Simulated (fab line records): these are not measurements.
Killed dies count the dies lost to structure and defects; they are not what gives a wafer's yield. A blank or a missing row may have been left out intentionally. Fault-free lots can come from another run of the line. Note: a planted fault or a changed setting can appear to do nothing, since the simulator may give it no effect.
Which tool was responsible? || flow sky130 || 39 wafers from 13 lots sampled at 3 of the route's 708 steps

== WHAT EACH GAUGE READ, for each wafer ==
SKY_CAP2M_OVL_MEAS_12.
{"lot": "L122", "measured": "day 40 09:00", "on": "overlay-02", "CAP2M_OVL (nm)": "-2.3 -1.0 -0.5"}
{"lot": "L123", "measured": "day 40 19:05", "on": "overlay-01", "CAP2M_OVL (nm)": "-0.5 -0.7 -1.5"}
{"lot": "L126", "measured": "day 42 01:21", "on": "overlay-02", "CAP2M_OVL (nm)": "-0.5 -2.7 -1.3"}
{"lot": "L127", "measured": "day 42 03:25", "on": "overlay-01", "CAP2M_OVL (nm)": "0.9 3.0 1.0"}
{"lot": "L129", "measured": "day 43 05:46", "on": "overlay-02", "CAP2M_OVL (nm)": "-1.0 -0.3 -0.7"}
{"lot": "L130", "measured": "day 43 06:42", "on": "overlay-01", "CAP2M_OVL (nm)": "1.8 1.4 1.7"}
{"lot": "L131", "measured": "day 43 09:29", "on": "overlay-02", "CAP2M_OVL (nm)": "2.8 2.3 3.1"}
{"lot": "L133", "measured": "day 43 21:31", "on": "overlay-01", "CAP2M_OVL (nm)": "1.5 1.0 0.2"}
{"lot": "L135", "measured": "day 44 13:00", "on": "overlay-02", "CAP2M_OVL (nm)": "1.2 0.5 -0.3"}
{"lot": "L136", "measured": "day 44 17:47", "on": "overlay-02", "CAP2M_OVL (nm)": "0.4 -1.4 -1.1"}
{"lot": "L138", "measured": "day 45 07:44", "on": "overlay-02", "CAP2M_OVL (nm)": "2.0 0.7 -0.4"}
{"lot": "L141", "measured": "day 46 06:59", "on": "overlay-02", "CAP2M_OVL (nm)": "3.2 2.1 2.7"}
{"lot": "L142", "measured": "day 46 08:10", "on": "overlay-02", "CAP2M_OVL (nm)": "4.4 2.1 2.3"}

SKY_VIA4_BOW_MEAS_03.
{"lot": "L122", "measured": "day 41 11:49", "on": "film_metro-02", "VIA4_BOW (um)": "64 76 66"}
{"lot": "L123", "measured": "day 41 21:04", "on": "film_metro-03", "VIA4_BOW (um)": "88 85 88"}
{"lot": "L126", "measured": "day 43 02:32", "on": "film_metro-03", "VIA4_BOW (um)": "75 82 75"}
{"lot": "L127", "measured": "day 43 04:50", "on": "film_metro-02", "VIA4_BOW (um)": "73 68 78"}
{"lot": "L129", "measured": "day 44 07:05", "on": "film_metro-02", "VIA4_BOW (um)": "62 79 78"}
{"lot": "L130", "measured": "day 44 07:47", "on": "film_metro-01", "VIA4_BOW (um)": "71 81 80"}
{"lot": "L131", "measured": "day 44 11:05", "on": "film_metro-01", "VIA4_BOW (um)": "78 82 82"}
{"lot": "L133", "measured": "day 44 21:37", "on": "film_metro-03", "VIA4_BOW (um)": "95 89 88"}
{"lot": "L135", "measured": "day 45 12:41", "on": "film_metro-01", "VIA4_BOW (um)": "65 80 70"}
{"lot": "L136", "measured": "day 45 17:29", "on": "film_metro-03", "VIA4_BOW (um)": "65 82 74"}
{"lot": "L138", "measured": "day 46 07:53", "on": "film_metro-01", "VIA4_BOW (um)": "92 81 83"}
{"lot": "L141", "measured": "day 47 04:56", "on": "film_metro-03", "VIA4_BOW (um)": "91 91 87"}
{"lot": "L142", "measured": "day 47 07:40", "on": "film_metro-03", "VIA4_BOW (um)": "73 83 70"}

== TOOL THAT RAN EACH LOT (tool first, then ch and the chambers of the sampled wafers, then the start) ==
{"lot": "L122", "SKY_LDD_HVN_STRIP_09": "plasma_asher-03 ch 0,1, day 19 23:55"}
{"lot": "L123", "SKY_LDD_HVN_STRIP_09": "plasma_asher-01 ch 0,1, day 20 08:52"}
{"lot": "L126", "SKY_LDD_HVN_STRIP_09": "plasma_asher-04 ch 0, day 21 23:07"}
{"lot": "L127", "SKY_LDD_HVN_STRIP_09": "plasma_asher-04 ch 0,1, day 22 04:10"}
{"lot": "L129", "SKY_LDD_HVN_STRIP_09": "plasma_asher-03 ch 0,1, day 23 12:20"}
{"lot": "L130", "SKY_LDD_HVN_STRIP_09": "plasma_asher-01 ch 0,1, day 23 13:04"}
{"lot": "L131", "SKY_LDD_HVN_STRIP_09": "plasma_asher-03 ch 0,1, day 23 17:38"}
{"lot": "L133", "SKY_LDD_HVN_STRIP_09": "plasma_asher-03 ch 0,1, day 24 10:58"}
{"lot": "L135", "SKY_LDD_HVN_STRIP_09": "plasma_asher-03 ch 0,1, day 25 02:16"}
{"lot": "L136", "SKY_LDD_HVN_STRIP_09": "plasma_asher-03 ch 0, day 25 14:50"}
{"lot": "L138", "SKY_LDD_HVN_STRIP_09": "plasma_asher-04 ch 0,1, day 26 06:47"}
{"lot": "L141", "SKY_LDD_HVN_STRIP_09": "plasma_asher-03 ch 0,1, day 27 12:25"}
{"lot": "L142", "SKY_LDD_HVN_STRIP_09": "plasma_asher-03 ch 0,1, day 27 17:32"}
- SKY_LDD_HVN_STRIP_09: strips in O2/N2.

== WHAT THE TOOLS THEMSELVES READ (means of the sampled wafers that have a number; where no wafer has one, the mark that the record gives instead) ==
SKY_LDD_HVN_STRIP_09.
{"lot": "L122", "tool": "plasma_asher-03", "drypump_motor_current_A (A)": 6.1, "oes_product_au (a.u.)": 0.413, "strip_time_to_endpoint_s (s)": 4.189}
{"lot": "L123", "tool": "plasma_asher-01", "drypump_motor_current_A (A)": 6.0, "oes_product_au (a.u.)": 0.410, "strip_time_to_endpoint_s (s)": 4.212}
{"lot": "L126", "tool": "plasma_asher-04", "drypump_motor_current_A (A)": 5.8, "oes_product_au (a.u.)": 0.410, "strip_time_to_endpoint_s (s)": 4.189}
{"lot": "L127", "tool": "plasma_asher-04", "drypump_motor_current_A (A)": 5.2, "oes_product_au (a.u.)": 0.415, "strip_time_to_endpoint_s (s)": 4.184}
{"lot": "L129", "tool": "plasma_asher-03", "drypump_motor_current_A (A)": 6.1, "oes_product_au (a.u.)": 0.409, "strip_time_to_endpoint_s (s)": 4.176}
{"lot": "L130", "tool": "plasma_asher-01", "drypump_motor_current_A (A)": 6.0, "oes_product_au (a.u.)": 0.415, "strip_time_to_endpoint_s (s)": 4.184}
{"lot": "L131", "tool": "plasma_asher-03", "drypump_motor_current_A (A)": 6.1, "oes_product_au (a.u.)": 0.410, "strip_time_to_endpoint_s (s)": 4.169}
{"lot": "L133", "tool": "plasma_asher-03", "drypump_motor_current_A (A)": 6.1, "oes_product_au (a.u.)": 0.409, "strip_time_to_endpoint_s (s)": 4.201}
{"lot": "L135", "tool": "plasma_asher-03", "drypump_motor_current_A (A)": 6.1, "oes_product_au (a.u.)": 0.409, "strip_time_to_endpoint_s (s)": 4.197}
{"lot": "L136", "tool": "plasma_asher-03", "drypump_motor_current_A (A)": 5.6, "oes_product_au (a.u.)": 0.409, "strip_time_to_endpoint_s (s)": 4.165}
{"lot": "L138", "tool": "plasma_asher-04", "drypump_motor_current_A (A)": 5.2, "oes_product_au (a.u.)": 0.408, "strip_time_to_endpoint_s (s)": 4.196}
{"lot": "L141", "tool": "plasma_asher-03", "drypump_motor_current_A (A)": 6.0, "oes_product_au (a.u.)": 0.411, "strip_time_to_endpoint_s (s)": 4.163}
{"lot": "L142", "tool": "plasma_asher-03", "drypump_motor_current_A (A)": 5.9, "oes_product_au (a.u.)": 0.408, "strip_time_to_endpoint_s (s)": 4.176}

== THE ANSWER, worked out from the rows above alone ==
Rule: what is usual is taken from the lots themselves. The widest of any qualifying gaps counts: lots, ordered by their means at a reading, are off when they make up no more than a third of the lots, leave a main group of 4 or more, and stand apart from it by 3 or more times the standard deviation of that group's means. If all means in a main group match to the digits the tables above print for the reading, that group is not used. A lot without any number at a reading at which 4 lots or more have one is off too. The other lots that the step has rows for count as sound. First the gauges in route order, then the tools' own readings, where a lot's mean is used as printed above. The first step at which some lot is off is used, and at that step the reading that is off furthest; a lot without a number counts as furthest.
Nothing can be told from this: no lot is off at any reading shown.

== WHAT HAD BEEN PUT IN BY THE SIMULATOR ==
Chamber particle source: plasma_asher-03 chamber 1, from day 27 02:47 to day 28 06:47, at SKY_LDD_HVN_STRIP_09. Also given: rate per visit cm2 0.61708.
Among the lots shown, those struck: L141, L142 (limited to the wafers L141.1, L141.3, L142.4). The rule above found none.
